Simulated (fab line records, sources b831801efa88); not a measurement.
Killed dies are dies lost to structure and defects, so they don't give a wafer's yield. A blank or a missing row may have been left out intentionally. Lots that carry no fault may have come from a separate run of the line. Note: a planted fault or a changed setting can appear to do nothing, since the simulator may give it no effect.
fab line records / flow gf180mcu
record: lots: 7 wafers: 21 last-day: 33
route steps=602 shown PSD@258 NSD@262 SAB@264
lots with no fault: from the same line, run without faults
start-h: the number of hours between the record's first day and the start of the first shown wafer of the lot / wait-h: hours from the lot's prior step to this one / " the same as in the row above / L1.1+2: a single row standing in for several wafers / - value missing, or start not given / * or withheld: withheld / < > ~ a bound
route shown NAME@n: names a module that has steps shown in the file, with the first one's number in the route / usual: mean and standard deviation over wafers with no fault / same: alike in all rows / chamber/n: place in a boat / sites: per-site readings / _std_site: the values' standard deviation / _edge_site: the outer-site mean with the inner-site mean subtracted / radius-mm: how far each site lies from the wafer's centre / mask NAME#n: copy n / behind: the last tool/chamber to shape the wafer / hold: reason for holding the lot/hours on hold/outcome of the hold / device: the n, p or np transistor that did not switch / end of line: the route-end tests of the same wafers / step lacking rows: just its recipe / killed: dies lost to structure and defects at the first sort, not the wafer's yield / map: a wafer's dies, x killed, . not, _ none there
set.NAME: the setting the step ran with; set.NAME@STEP: the setting that earlier step ran with / model.NAME: the simulator's own value behind a step, which no gauge read
lots at some steps of the route; a table a step, a row a wafer
services: the hour from which a tool's chamber was out of use, counted from the record's first day as start-h (under 0 if before that day), plus the number of hours and why
== steps ==
step: GF_PSD_STRIP_10
recipe: chemistry: O2/N2 power-w: 1400 pressure-mtorr: 1500 platen-temp-c: 250 o2-flow-sccm: 3000 n2-flow-sccm: 300 overash-fraction: 0.5
usual: drypump-motor-current-A: 6.1/0.53 heater-power-w: 312/30 oes-product-au: 0.592/0.0048 strip-time-to-endpoint-s: 16.58/0.035
lot.wafer=L893.1 tool=plasma-asher-04 chamber=1 start-h=392.25 wait-h=0.1 drypump-motor-current-A=6.6 heater-power-w=323 oes-product-au=0.591 rf-hours-counter-h=73 strip-time-to-endpoint-s=16.57
lot.wafer=L893.5 tool=plasma-asher-04 chamber=1 start-h=392.25 wait-h=0.1 drypump-motor-current-A=6.6 heater-power-w=327 oes-product-au=0.597 rf-hours-counter-h=- strip-time-to-endpoint-s=16.58
lot.wafer=L893.6 tool=plasma-asher-04 chamber=0 start-h=392.25 wait-h=0.1 drypump-motor-current-A=6.6 heater-power-w=318 oes-product-au=0.598 rf-hours-counter-h=- strip-time-to-endpoint-s=16.60
lot.wafer=L894.3 tool=plasma-asher-01 chamber=0 start-h=401.97 wait-h=0.1 drypump-motor-current-A=5.3 heater-power-w=273 oes-product-au=0.592 rf-hours-counter-h=- strip-time-to-endpoint-s=16.54
lot.wafer=L894.5 tool=plasma-asher-01 chamber=1 start-h=401.97 wait-h=0.1 drypump-motor-current-A=6.0 heater-power-w=351 oes-product-au=0.590 rf-hours-counter-h=- strip-time-to-endpoint-s=16.52
lot.wafer=L894.6 tool=plasma-asher-01 chamber=0 start-h=401.97 wait-h=0.1 drypump-motor-current-A=5.3 heater-power-w=278 oes-product-au=0.598 rf-hours-counter-h=- strip-time-to-endpoint-s=16.48
lot.wafer=L895.1 tool=plasma-asher-04 chamber=0 start-h=412.49 wait-h=0.1 drypump-motor-current-A=6.6 heater-power-w=314 oes-product-au=0.592 rf-hours-counter-h=76 strip-time-to-endpoint-s=16.60
lot.wafer=L895.4 tool=plasma-asher-04 chamber=1 start-h=412.49 wait-h=0.1 drypump-motor-current-A=6.6 heater-power-w=326 oes-product-au=0.595 rf-hours-counter-h=- strip-time-to-endpoint-s=16.61
lot.wafer=L895.5 tool=plasma-asher-04 chamber=1 start-h=412.49 wait-h=0.1 drypump-motor-current-A=6.6 heater-power-w=326 oes-product-au=0.588 rf-hours-counter-h=- strip-time-to-endpoint-s=16.63
lot.wafer=L898.1 tool=plasma-asher-03 chamber=0 start-h=435.29 wait-h=0.1 drypump-motor-current-A=5.4 heater-power-w=262 oes-product-au=0.585 rf-hours-counter-h=70 strip-time-to-endpoint-s=16.59
lot.wafer=L898.2 tool=plasma-asher-03 chamber=1 start-h=435.29 wait-h=0.1 drypump-motor-current-A=5.9 heater-power-w=335 oes-product-au=0.591 rf-hours-counter-h=70 strip-time-to-endpoint-s=16.55
lot.wafer=L898.5 tool=plasma-asher-03 chamber=0 start-h=435.29 wait-h=0.1 drypump-motor-current-A=5.4 heater-power-w=256 oes-product-au=0.593 rf-hours-counter-h=- strip-time-to-endpoint-s=16.55
lot.wafer=L899.1 tool=plasma-asher-03 chamber=1 start-h=440.15 wait-h=0.1 drypump-motor-current-A=5.9 heater-power-w=332 oes-product-au=0.597 rf-hours-counter-h=70 strip-time-to-endpoint-s=16.60
lot.wafer=L899.2 tool=plasma-asher-03 chamber=0 start-h=440.15 wait-h=0.1 drypump-motor-current-A=5.4 heater-power-w=265 oes-product-au=0.597 rf-hours-counter-h=70 strip-time-to-endpoint-s=16.61
lot.wafer=L899.4 tool=plasma-asher-03 chamber=0 start-h=440.15 wait-h=0.1 drypump-motor-current-A=5.4 heater-power-w=260 oes-product-au=0.590 rf-hours-counter-h=- strip-time-to-endpoint-s=16.60
lot.wafer=L903.2 tool=plasma-asher-03 chamber=0 start-h=479.11 wait-h=0.1 drypump-motor-current-A=5.4 heater-power-w=261 oes-product-au=0.594 rf-hours-counter-h=74 strip-time-to-endpoint-s=16.56
lot.wafer=L903.3 tool=plasma-asher-03 chamber=1 start-h=479.11 wait-h=0.1 drypump-motor-current-A=5.9 heater-power-w=333 oes-product-au=0.584 rf-hours-counter-h=- strip-time-to-endpoint-s=16.57
lot.wafer=L903.6 tool=plasma-asher-03 chamber=0 start-h=479.11 wait-h=0.1 drypump-motor-current-A=5.4 heater-power-w=260 oes-product-au=0.602 rf-hours-counter-h=- strip-time-to-endpoint-s=16.58
lot.wafer=L904.2 tool=plasma-asher-04 chamber=0 start-h=483.65 wait-h=0.1 drypump-motor-current-A=6.6 heater-power-w=319 oes-product-au=0.591 rf-hours-counter-h=83 strip-time-to-endpoint-s=16.58
lot.wafer=L904.4 tool=plasma-asher-04 chamber=1 start-h=483.65 wait-h=0.1 drypump-motor-current-A=6.6 heater-power-w=334 oes-product-au=0.592 rf-hours-counter-h=- strip-time-to-endpoint-s=16.55
lot.wafer=L904.5 tool=plasma-asher-04 chamber=1 start-h=483.65 wait-h=0.1 drypump-motor-current-A=6.6 heater-power-w=327 oes-product-au=0.595 rf-hours-counter-h=- strip-time-to-endpoint-s=16.59
step: GF_PSD_TW_MEAS_11
usual: PSD_TW: 3165/22
lot.wafer=L893.1 tool=film-metro-03 chamber=- start-h=392.35 wait-h=0.1 PSD_TW=3172
lot.wafer=L893.5 tool=film-metro-03 chamber=- start-h=392.35 wait-h=0.1 PSD_TW=3155
lot.wafer=L893.6 tool=film-metro-03 chamber=- start-h=392.35 wait-h=0.1 PSD_TW=3172
lot.wafer=L894.3 tool=film-metro-03 chamber=- start-h=402.06 wait-h=0.1 PSD_TW=3164
lot.wafer=L894.5 tool=film-metro-03 chamber=- start-h=402.06 wait-h=0.1 PSD_TW=3152
lot.wafer=L894.6 tool=film-metro-03 chamber=- start-h=402.06 wait-h=0.1 PSD_TW=3168
lot.wafer=L895.1 tool=film-metro-01 chamber=- start-h=412.59 wait-h=0.1 PSD_TW=3138
lot.wafer=L895.4 tool=film-metro-01 chamber=- start-h=412.59 wait-h=0.1 PSD_TW=3134
lot.wafer=L895.5 tool=film-metro-01 chamber=- start-h=412.59 wait-h=0.1 PSD_TW=3133
lot.wafer=L898.1 tool=film-metro-03 chamber=- start-h=435.39 wait-h=0.1 PSD_TW=3146
lot.wafer=L898.2 tool=film-metro-03 chamber=- start-h=435.39 wait-h=0.1 PSD_TW=3146
lot.wafer=L898.5 tool=film-metro-03 chamber=- start-h=435.39 wait-h=0.1 PSD_TW=3166
lot.wafer=L899.1 tool=film-metro-01 chamber=- start-h=440.25 wait-h=0.1 PSD_TW=3127
lot.wafer=L899.2 tool=film-metro-01 chamber=- start-h=440.25 wait-h=0.1 PSD_TW=3140
lot.wafer=L899.4 tool=film-metro-01 chamber=- start-h=440.25 wait-h=0.1 PSD_TW=3144
lot.wafer=L903.2 tool=film-metro-01 chamber=- start-h=479.22 wait-h=0.1 PSD_TW=3129
lot.wafer=L903.3 tool=film-metro-01 chamber=- start-h=479.22 wait-h=0.1 PSD_TW=3172
lot.wafer=L903.6 tool=film-metro-01 chamber=- start-h=479.22 wait-h=0.1 PSD_TW=3146
lot.wafer=L904.2 tool=film-metro-04 chamber=- start-h=483.76 wait-h=0.1 PSD_TW=3185
lot.wafer=L904.4 tool=film-metro-04 chamber=- start-h=483.76 wait-h=0.1 PSD_TW=3172
lot.wafer=L904.5 tool=film-metro-04 chamber=- start-h=483.76 wait-h=0.1 PSD_TW=3180
step: GF_PSD_CLEAN_12
recipe: chemistry: SC1/SC2 mix: 1:4:20 temp-c: 70 time-s: 150 dry: n2-spin
step: GF_PSD_RTA_13
recipe: temp-c: 1025 time-s: 20 ambient: N2
usual: lamp-power-pct: 36.8/1.1 wafer_temp_C_max: 1029.0/0.95
lot.wafer=L893.1 tool=rtp-anneal-01 chamber=0 start-h=392.46 wait-h=0.0 lamp-power-pct=37.9 wafer_temp_C_max=1029.4
lot.wafer=L893.5 tool=rtp-anneal-01 chamber=0 start-h=392.46 wait-h=0.0 lamp-power-pct=37.9 wafer_temp_C_max=1028.1
lot.wafer=L893.6 tool=rtp-anneal-01 chamber=0 start-h=392.46 wait-h=0.0 lamp-power-pct=37.8 wafer_temp_C_max=1028.9
lot.wafer=L894.3 tool=rtp-anneal-01 chamber=0 start-h=402.17 wait-h=0.0 lamp-power-pct=37.8 wafer_temp_C_max=1029.6
lot.wafer=L894.5 tool=rtp-anneal-01 chamber=0 start-h=402.17 wait-h=0.0 lamp-power-pct=37.9 wafer_temp_C_max=1029.7
lot.wafer=L894.6 tool=rtp-anneal-01 chamber=0 start-h=402.17 wait-h=0.0 lamp-power-pct=37.9 wafer_temp_C_max=1029.7
lot.wafer=L895.1 tool=rtp-anneal-01 chamber=0 start-h=412.70 wait-h=0.0 lamp-power-pct=37.9 wafer_temp_C_max=1028.6
lot.wafer=L895.4 tool=rtp-anneal-01 chamber=0 start-h=412.70 wait-h=0.0 lamp-power-pct=37.9 wafer_temp_C_max=1028.9
lot.wafer=L895.5 tool=rtp-anneal-01 chamber=0 start-h=412.70 wait-h=0.0 lamp-power-pct=37.8 wafer_temp_C_max=1029.0
lot.wafer=L898.1 tool=rtp-anneal-01 chamber=0 start-h=435.50 wait-h=0.0 lamp-power-pct=37.9 wafer_temp_C_max=1030.1
lot.wafer=L898.2 tool=rtp-anneal-01 chamber=0 start-h=435.50 wait-h=0.0 lamp-power-pct=37.8 wafer_temp_C_max=1028.5
lot.wafer=L898.5 tool=rtp-anneal-01 chamber=0 start-h=435.50 wait-h=0.0 lamp-power-pct=37.8 wafer_temp_C_max=1028.9
lot.wafer=L899.1 tool=rtp-anneal-02 chamber=0 start-h=440.36 wait-h=0.0 lamp-power-pct=35.7 wafer_temp_C_max=1027.4
lot.wafer=L899.2 tool=rtp-anneal-02 chamber=0 start-h=440.36 wait-h=0.0 lamp-power-pct=35.7 wafer_temp_C_max=1028.6
lot.wafer=L899.4 tool=rtp-anneal-02 chamber=0 start-h=440.36 wait-h=0.0 lamp-power-pct=35.7 wafer_temp_C_max=1029.5
lot.wafer=L903.2 tool=rtp-anneal-01 chamber=0 start-h=479.33 wait-h=0.0 lamp-power-pct=37.9 wafer_temp_C_max=1031.0
lot.wafer=L903.3 tool=rtp-anneal-01 chamber=0 start-h=479.33 wait-h=0.0 lamp-power-pct=37.8 wafer_temp_C_max=1031.0
lot.wafer=L903.6 tool=rtp-anneal-01 chamber=0 start-h=479.33 wait-h=0.0 lamp-power-pct=37.8 wafer_temp_C_max=1029.9
lot.wafer=L904.2 tool=rtp-anneal-02 chamber=0 start-h=483.88 wait-h=0.0 lamp-power-pct=35.7 wafer_temp_C_max=1028.4
lot.wafer=L904.4 tool=rtp-anneal-02 chamber=0 start-h=483.88 wait-h=0.0 lamp-power-pct=35.7 wafer_temp_C_max=1028.4
lot.wafer=L904.5 tool=rtp-anneal-02 chamber=0 start-h=483.88 wait-h=0.0 lamp-power-pct=35.6 wafer_temp_C_max=1028.6
step: GF_PSD_RS_MEAS_14
recipe: thk-meas-gauge: four-point-probe
usual: NSD_RS: 46.12/0.092
lot.wafer=L893.1 tool=film-metro-01 chamber=- start-h=392.54 wait-h=0.1 NSD_RS[ohm/sq]=46.03
lot.wafer=L893.5 tool=film-metro-01 chamber=- start-h=392.54 wait-h=0.1 NSD_RS[ohm/sq]=46.24
lot.wafer=L893.6 tool=film-metro-01 chamber=- start-h=392.54 wait-h=0.1 NSD_RS[ohm/sq]=46.27
lot.wafer=L894.3 tool=film-metro-04 chamber=- start-h=402.27 wait-h=0.1 NSD_RS[ohm/sq]=46.06
lot.wafer=L894.5 tool=film-metro-04 chamber=- start-h=402.27 wait-h=0.1 NSD_RS[ohm/sq]=46.08
lot.wafer=L894.6 tool=film-metro-04 chamber=- start-h=402.27 wait-h=0.1 NSD_RS[ohm/sq]=46.05
lot.wafer=L895.1 tool=film-metro-01 chamber=- start-h=412.78 wait-h=0.1 NSD_RS[ohm/sq]=46.06
lot.wafer=L895.4 tool=film-metro-01 chamber=- start-h=412.78 wait-h=0.1 NSD_RS[ohm/sq]=46.10
lot.wafer=L895.5 tool=film-metro-01 chamber=- start-h=412.78 wait-h=0.1 NSD_RS[ohm/sq]=46.20
lot.wafer=L898.1 tool=film-metro-03 chamber=- start-h=435.58 wait-h=0.1 NSD_RS[ohm/sq]=46.30
lot.wafer=L898.2 tool=film-metro-03 chamber=- start-h=435.58 wait-h=0.1 NSD_RS[ohm/sq]=46.28
lot.wafer=L898.5 tool=film-metro-03 chamber=- start-h=435.58 wait-h=0.1 NSD_RS[ohm/sq]=46.35
lot.wafer=L899.1 tool=film-metro-04 chamber=- start-h=440.44 wait-h=0.1 NSD_RS[ohm/sq]=46.14
lot.wafer=L899.2 tool=film-metro-04 chamber=- start-h=440.44 wait-h=0.1 NSD_RS[ohm/sq]=46.04
lot.wafer=L899.4 tool=film-metro-04 chamber=- start-h=440.44 wait-h=0.1 NSD_RS[ohm/sq]=46.13
lot.wafer=L903.2 tool=film-metro-01 chamber=- start-h=479.42 wait-h=0.1 NSD_RS[ohm/sq]=46.10
lot.wafer=L903.3 tool=film-metro-01 chamber=- start-h=479.42 wait-h=0.1 NSD_RS[ohm/sq]=46.10
lot.wafer=L903.6 tool=film-metro-01 chamber=- start-h=479.42 wait-h=0.1 NSD_RS[ohm/sq]=46.06
lot.wafer=L904.2 tool=film-metro-03 chamber=- start-h=483.97 wait-h=0.1 NSD_RS[ohm/sq]=45.96
lot.wafer=L904.4 tool=film-metro-03 chamber=- start-h=483.97 wait-h=0.1 NSD_RS[ohm/sq]=46.02
lot.wafer=L904.5 tool=film-metro-03 chamber=- start-h=483.97 wait-h=0.1 NSD_RS[ohm/sq]=46.12
step: GF_PSD_RS_MEAS_15
recipe: thk-meas-gauge: four-point-probe
usual: PSD_RS: 108.5/0.32
lot.wafer=L893.1 tool=film-metro-01 chamber=- start-h=392.66 wait-h=0.1 PSD_RS[ohm/sq]=108.5
lot.wafer=L893.5 tool=film-metro-01 chamber=- start-h=392.66 wait-h=0.1 PSD_RS[ohm/sq]=109.0
lot.wafer=L893.6 tool=film-metro-01 chamber=- start-h=392.66 wait-h=0.1 PSD_RS[ohm/sq]=108.8
lot.wafer=L894.3 tool=film-metro-04 chamber=- start-h=402.39 wait-h=0.1 PSD_RS[ohm/sq]=108.2
lot.wafer=L894.5 tool=film-metro-04 chamber=- start-h=402.39 wait-h=0.1 PSD_RS[ohm/sq]=108.3
lot.wafer=L894.6 tool=film-metro-04 chamber=- start-h=402.39 wait-h=0.1 PSD_RS[ohm/sq]=108.6
lot.wafer=L895.1 tool=film-metro-01 chamber=- start-h=412.90 wait-h=0.1 PSD_RS[ohm/sq]=108.3
lot.wafer=L895.4 tool=film-metro-01 chamber=- start-h=412.90 wait-h=0.1 PSD_RS[ohm/sq]=108.5
lot.wafer=L895.5 tool=film-metro-01 chamber=- start-h=412.90 wait-h=0.1 PSD_RS[ohm/sq]=108.8
lot.wafer=L898.1 tool=film-metro-03 chamber=- start-h=435.70 wait-h=0.1 PSD_RS[ohm/sq]=108.7
lot.wafer=L898.2 tool=film-metro-03 chamber=- start-h=435.70 wait-h=0.1 PSD_RS[ohm/sq]=108.5
lot.wafer=L898.5 tool=film-metro-03 chamber=- start-h=435.70 wait-h=0.1 PSD_RS[ohm/sq]=108.5
lot.wafer=L899.1 tool=film-metro-04 chamber=- start-h=440.56 wait-h=0.1 PSD_RS[ohm/sq]=108.6
lot.wafer=L899.2 tool=film-metro-04 chamber=- start-h=440.56 wait-h=0.1 PSD_RS[ohm/sq]=108.5
lot.wafer=L899.4 tool=film-metro-04 chamber=- start-h=440.56 wait-h=0.1 PSD_RS[ohm/sq]=108.7
lot.wafer=L903.2 tool=film-metro-01 chamber=- start-h=479.54 wait-h=0.1 PSD_RS[ohm/sq]=108.4
lot.wafer=L903.3 tool=film-metro-01 chamber=- start-h=479.54 wait-h=0.1 PSD_RS[ohm/sq]=108.5
lot.wafer=L903.6 tool=film-metro-01 chamber=- start-h=479.54 wait-h=0.1 PSD_RS[ohm/sq]=108.6
lot.wafer=L904.2 tool=film-metro-03 chamber=- start-h=484.09 wait-h=0.1 PSD_RS[ohm/sq]=107.9
lot.wafer=L904.4 tool=film-metro-03 chamber=- start-h=484.09 wait-h=0.1 PSD_RS[ohm/sq]=108.3
lot.wafer=L904.5 tool=film-metro-03 chamber=- start-h=484.09 wait-h=0.1 PSD_RS[ohm/sq]=108.1
step: GF_SAB_CVD_00
recipe: material: SiO2 target-thk-nm: 50 precursor: TEOS temp-c: 400 time-s: 4.9302 rf-w: 600
usual: heater-power-w: 646/100
lot.wafer=L893.1 tool=pecvd-02 chamber=1 start-h=392.78 wait-h=0.1 heater-power-w=733 since-wet-clean-h=10
lot.wafer=L893.5 tool=pecvd-02 chamber=1 start-h=392.78 wait-h=0.1 heater-power-w=722 since-wet-clean-h=-
lot.wafer=L893.6 tool=pecvd-02 chamber=0 start-h=392.78 wait-h=0.1 heater-power-w=776 since-wet-clean-h=-
lot.wafer=L894.3 tool=pecvd-02 chamber=0 start-h=402.47 wait-h=0.1 heater-power-w=770 since-wet-clean-h=20
lot.wafer=L894.5 tool=pecvd-02 chamber=1 start-h=402.47 wait-h=0.1 heater-power-w=763 since-wet-clean-h=-
lot.wafer=L894.6 tool=pecvd-02 chamber=0 start-h=402.47 wait-h=0.1 heater-power-w=770 since-wet-clean-h=-
lot.wafer=L895.1 tool=pecvd-04 chamber=0 start-h=413.02 wait-h=0.1 heater-power-w=599 since-wet-clean-h=238
lot.wafer=L895.4 tool=pecvd-04 chamber=1 start-h=413.02 wait-h=0.1 heater-power-w=504 since-wet-clean-h=-
lot.wafer=L895.5 tool=pecvd-04 chamber=2 start-h=413.02 wait-h=0.1 heater-power-w=577 since-wet-clean-h=-
lot.wafer=L898.1 tool=pecvd-03 chamber=1 start-h=435.82 wait-h=0.1 heater-power-w=781 since-wet-clean-h=678
lot.wafer=L898.2 tool=pecvd-03 chamber=2 start-h=435.82 wait-h=0.1 heater-power-w=611 since-wet-clean-h=678
lot.wafer=L898.5 tool=pecvd-03 chamber=0 start-h=435.82 wait-h=0.1 heater-power-w=790 since-wet-clean-h=-
lot.wafer=L899.1 tool=pecvd-04 chamber=1 start-h=440.68 wait-h=0.1 heater-power-w=589 since-wet-clean-h=266
lot.wafer=L899.2 tool=pecvd-04 chamber=2 start-h=440.68 wait-h=0.1 heater-power-w=689 since-wet-clean-h=266
lot.wafer=L899.4 tool=pecvd-04 chamber=1 start-h=440.68 wait-h=0.1 heater-power-w=578 since-wet-clean-h=-
lot.wafer=L903.2 tool=pecvd-04 chamber=2 start-h=479.64 wait-h=0.1 heater-power-w=616 since-wet-clean-h=305
lot.wafer=L903.3 tool=pecvd-04 chamber=0 start-h=479.64 wait-h=0.1 heater-power-w=504 since-wet-clean-h=305
lot.wafer=L903.6 tool=pecvd-04 chamber=2 start-h=479.64 wait-h=0.1 heater-power-w=627 since-wet-clean-h=-
lot.wafer=L904.2 tool=pecvd-02 chamber=2 start-h=484.19 wait-h=0.1 heater-power-w=556 since-wet-clean-h=101
lot.wafer=L904.4 tool=pecvd-02 chamber=1 start-h=484.19 wait-h=0.1 heater-power-w=668 since-wet-clean-h=-
lot.wafer=L904.5 tool=pecvd-02 chamber=2 start-h=484.19 wait-h=0.1 heater-power-w=545 since-wet-clean-h=-
step: GF_SAB_THK_MEAS_01
recipe: reads: SiO2_of_SAB_CVD_00
usual: SAB_CVD_00_THK: 50.0/0.62
lot.wafer=L893.1 tool=film-metro-03 chamber=- start-h=392.80 wait-h=0.0 SAB_CVD_00_THK[nm]=49.4
lot.wafer=L893.5 tool=film-metro-03 chamber=- start-h=392.80 wait-h=0.0 SAB_CVD_00_THK[nm]=50.5
lot.wafer=L893.6 tool=film-metro-03 chamber=- start-h=392.80 wait-h=0.0 SAB_CVD_00_THK[nm]=50.8
lot.wafer=L894.3 tool=film-metro-03 chamber=- start-h=402.51 wait-h=0.0 SAB_CVD_00_THK[nm]=50.4
lot.wafer=L894.5 tool=film-metro-03 chamber=- start-h=402.51 wait-h=0.0 SAB_CVD_00_THK[nm]=51.5
lot.wafer=L894.6 tool=film-metro-03 chamber=- start-h=402.51 wait-h=0.0 SAB_CVD_00_THK[nm]=51.3
lot.wafer=L895.1 tool=film-metro-02 chamber=- start-h=413.04 wait-h=0.0 SAB_CVD_00_THK[nm]=49.7
lot.wafer=L895.4 tool=film-metro-02 chamber=- start-h=413.04 wait-h=0.0 SAB_CVD_00_THK[nm]=50.8
lot.wafer=L895.5 tool=film-metro-02 chamber=- start-h=413.04 wait-h=0.0 SAB_CVD_00_THK[nm]=50.0
lot.wafer=L898.1 tool=film-metro-01 chamber=- start-h=435.84 wait-h=0.0 SAB_CVD_00_THK[nm]=49.4
lot.wafer=L898.2 tool=film-metro-01 chamber=- start-h=435.84 wait-h=0.0 SAB_CVD_00_THK[nm]=49.3
lot.wafer=L898.5 tool=film-metro-01 chamber=- start-h=435.84 wait-h=0.0 SAB_CVD_00_THK[nm]=50.1
lot.wafer=L899.1 tool=film-metro-02 chamber=- start-h=440.70 wait-h=0.0 SAB_CVD_00_THK[nm]=49.6
lot.wafer=L899.2 tool=film-metro-02 chamber=- start-h=440.70 wait-h=0.0 SAB_CVD_00_THK[nm]=48.9
lot.wafer=L899.4 tool=film-metro-02 chamber=- start-h=440.70 wait-h=0.0 SAB_CVD_00_THK[nm]=50.0
lot.wafer=L903.2 tool=film-metro-02 chamber=- start-h=479.67 wait-h=0.0 SAB_CVD_00_THK[nm]=50.0
lot.wafer=L903.3 tool=film-metro-02 chamber=- start-h=479.67 wait-h=0.0 SAB_CVD_00_THK[nm]=50.0
lot.wafer=L903.6 tool=film-metro-02 chamber=- start-h=479.67 wait-h=0.0 SAB_CVD_00_THK[nm]=51.3
lot.wafer=L904.2 tool=film-metro-02 chamber=- start-h=484.22 wait-h=0.0 SAB_CVD_00_THK[nm]=49.6
lot.wafer=L904.4 tool=film-metro-02 chamber=- start-h=484.22 wait-h=0.0 SAB_CVD_00_THK[nm]=50.3
lot.wafer=L904.5 tool=film-metro-02 chamber=- start-h=484.22 wait-h=0.0 SAB_CVD_00_THK[nm]=50.5
step: GF_SAB_DEHYDRATE_02
recipe: temp-c: 200 time-s: 60
step: GF_SAB_HMDS_03
recipe: prime-time-s: 60 prime-temp-c: 120
step: GF_SAB_COAT_04
recipe: resist: NOVOLAK spin-rpm: 3000 resist-thk-nm: 1000
step: GF_SAB_SOFTBAKE_05
recipe: temp-c: 90 time-s: 60 resist: NOVOLAK
step: GF_SAB_EXPOSE_06
recipe: mask-id: SAB target-cd-nm: 420 na: 0.6 source-shape: conventional sigma-outer: 0.6 dose-mj: 140
usual: exposure-dose-mJ-cm2: 139.98/0.12 focus-offset-nm: 0.0/0.57 na: 0.6/0
lot.wafer=L893.1 tool=iline-stepper-01 chamber=- start-h=404.08 wait-h=- mask=SAB#0 exposure-dose-mJ-cm2=- focus-offset-nm=- na=-
lot.wafer=L893.5 tool=iline-stepper-01 chamber=- start-h=404.08 wait-h=- mask=SAB#0 exposure-dose-mJ-cm2=- focus-offset-nm=- na=-
lot.wafer=L893.6 tool=iline-stepper-01 chamber=- start-h=404.08 wait-h=- mask=SAB#0 exposure-dose-mJ-cm2=- focus-offset-nm=- na=-
lot.wafer=L894.3 tool=iline-stepper-01 chamber=- start-h=414.33 wait-h=- mask=SAB#0 exposure-dose-mJ-cm2=- focus-offset-nm=- na=-
lot.wafer=L894.5 tool=iline-stepper-01 chamber=- start-h=414.33 wait-h=- mask=SAB#0 exposure-dose-mJ-cm2=- focus-offset-nm=- na=-
lot.wafer=L894.6 tool=iline-stepper-01 chamber=- start-h=414.33 wait-h=- mask=SAB#0 exposure-dose-mJ-cm2=- focus-offset-nm=- na=-
lot.wafer=L895.1 tool=iline-stepper-02 chamber=- start-h=425.06 wait-h=- mask=SAB#0 exposure-dose-mJ-cm2=- focus-offset-nm=- na=-
lot.wafer=L895.4 tool=iline-stepper-02 chamber=- start-h=425.06 wait-h=- mask=SAB#0 exposure-dose-mJ-cm2=- focus-offset-nm=- na=-
lot.wafer=L895.5 tool=iline-stepper-02 chamber=- start-h=425.06 wait-h=- mask=SAB#0 exposure-dose-mJ-cm2=- focus-offset-nm=- na=-
lot.wafer=L898.1 tool=iline-stepper-01 chamber=0 start-h=448.48 wait-h=- mask=SAB#0 exposure-dose-mJ-cm2=140.15 focus-offset-nm=0.7 na=0.6
lot.wafer=L898.2 tool=iline-stepper-01 chamber=0 start-h=448.48 wait-h=- mask=SAB#0 exposure-dose-mJ-cm2=139.90 focus-offset-nm=0.3 na=0.6
lot.wafer=L898.5 tool=iline-stepper-01 chamber=0 start-h=448.48 wait-h=- mask=SAB#0 exposure-dose-mJ-cm2=140.09 focus-offset-nm=0.6 na=0.6
lot.wafer=L899.1 tool=iline-stepper-01 chamber=0 start-h=453.39 wait-h=- mask=SAB#0 exposure-dose-mJ-cm2=139.95 focus-offset-nm=-0.5 na=0.6
lot.wafer=L899.2 tool=iline-stepper-01 chamber=0 start-h=453.39 wait-h=- mask=SAB#0 exposure-dose-mJ-cm2=139.75 focus-offset-nm=0.1 na=0.6
lot.wafer=L899.4 tool=iline-stepper-01 chamber=0 start-h=453.39 wait-h=- mask=SAB#0 exposure-dose-mJ-cm2=139.96 focus-offset-nm=0.2 na=0.6
lot.wafer=L903.2 tool=iline-stepper-02 chamber=0 start-h=491.42 wait-h=- mask=SAB#0 exposure-dose-mJ-cm2=140.04 focus-offset-nm=-0.1 na=0.6
lot.wafer=L903.3 tool=iline-stepper-02 chamber=0 start-h=491.42 wait-h=- mask=SAB#0 exposure-dose-mJ-cm2=140.33 focus-offset-nm=0.0 na=0.6
lot.wafer=L903.6 tool=iline-stepper-02 chamber=0 start-h=491.42 wait-h=- mask=SAB#0 exposure-dose-mJ-cm2=139.97 focus-offset-nm=-0.1 na=0.6
lot.wafer=L904.2 tool=iline-stepper-02 chamber=0 start-h=495.41 wait-h=- mask=SAB#0 exposure-dose-mJ-cm2=140.03 focus-offset-nm=-1.5 na=0.6
lot.wafer=L904.4 tool=iline-stepper-02 chamber=0 start-h=495.41 wait-h=- mask=SAB#0 exposure-dose-mJ-cm2=139.91 focus-offset-nm=0.0 na=0.6
lot.wafer=L904.5 tool=iline-stepper-02 chamber=0 start-h=495.41 wait-h=- mask=SAB#0 exposure-dose-mJ-cm2=139.91 focus-offset-nm=-0.8 na=0.6
step: GF_SAB_PEB_07
recipe: temp-c: withheld time-s: * resist: NOVOLAK
== services ==
tool=pecvd-02 chamber=- start-h=368.88 hours=14.0 kind=pm
tool=pecvd-02 chamber=0 start-h=368.88 hours=14.0 kind=vent-cycle
tool=pecvd-02 chamber=1 start-h=368.88 hours=14.0 kind=vent-cycle
tool=pecvd-02 chamber=2 start-h=368.88 hours=14.0 kind=vent-cycle
tool=pecvd-02 chamber=0 start-h=382.88 hours=- kind=clean
tool=pecvd-02 chamber=1 start-h=382.88 hours=- kind=clean
tool=pecvd-02 chamber=2 start-h=382.88 hours=- kind=clean
tool=pecvd-04 chamber=- start-h=397.28 hours=2.7 kind=repair
tool=plasma-asher-01 chamber=- start-h=427.25 hours=2.8 kind=pm
tool=iline-stepper-01 chamber=- start-h=428.51 hours=4.4 kind=pm
tool=rtp-anneal-02 chamber=- start-h=431.30 hours=3.7 kind=pm
tool=iline-stepper-02 chamber=- start-h=434.77 hours=3.6 kind=repair
tool=iline-stepper-01 chamber=- start-h=445.23 hours=1.7 kind=pm
tool=iline-stepper-02 chamber=- start-h=457.19 hours=1.7 kind=pm
tool=pecvd-03 chamber=0 start-h=469.62 hours=17.7 kind=repair
tool=iline-stepper-01 chamber=- start-h=477.70 hours=7.3 kind=repair
tool=iline-stepper-02 chamber=- start-h=481.10 hours=3.3 kind=repair
== key ==
first-sign: step: GF_SAB_EXPOSE_06 reading: tool-record direction: missing
effect none on later readings
met-at GF_SAB_EXPOSE_06
struck-wafers L893.1,L893.5,L893.6,L894.3,L894.5,L894.6,L895.1,L895.4,L895.5
later-rows-left-out L893.1,L893.5,L893.6,L894.3,L894.5,L894.6,L895.1,L895.4,L895.5
sort-left-out L893.1,L893.5,L893.6,L894.3,L894.5,L894.6,L895.1,L895.4,L895.5
tester-left-out L893,L894,L895
fault: kind: skipped-step-whole tool: iline-stepper-01,iline-stepper-02 chamber: - onset-h: 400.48 steps: GF_SAB_EXPOSE_06 scope: struck-lots-only
tester-left-out: of these lots the tester's yield and bins aren't shown, on N5 and GAA mostly nor the transistor test; their killed dies are dies lost to structure and defects alone, not to doping, threshold or leakage, so they don't give the yield
sort-left-out: the simulated sort isn't trusted on such a fault, so these wafers' sort isn't shown, and their yield isn't known
later-rows-left-out: the simulator's readings of these wafers behind a module that went badly wrong aren't trusted and aren't shown, but for the sort
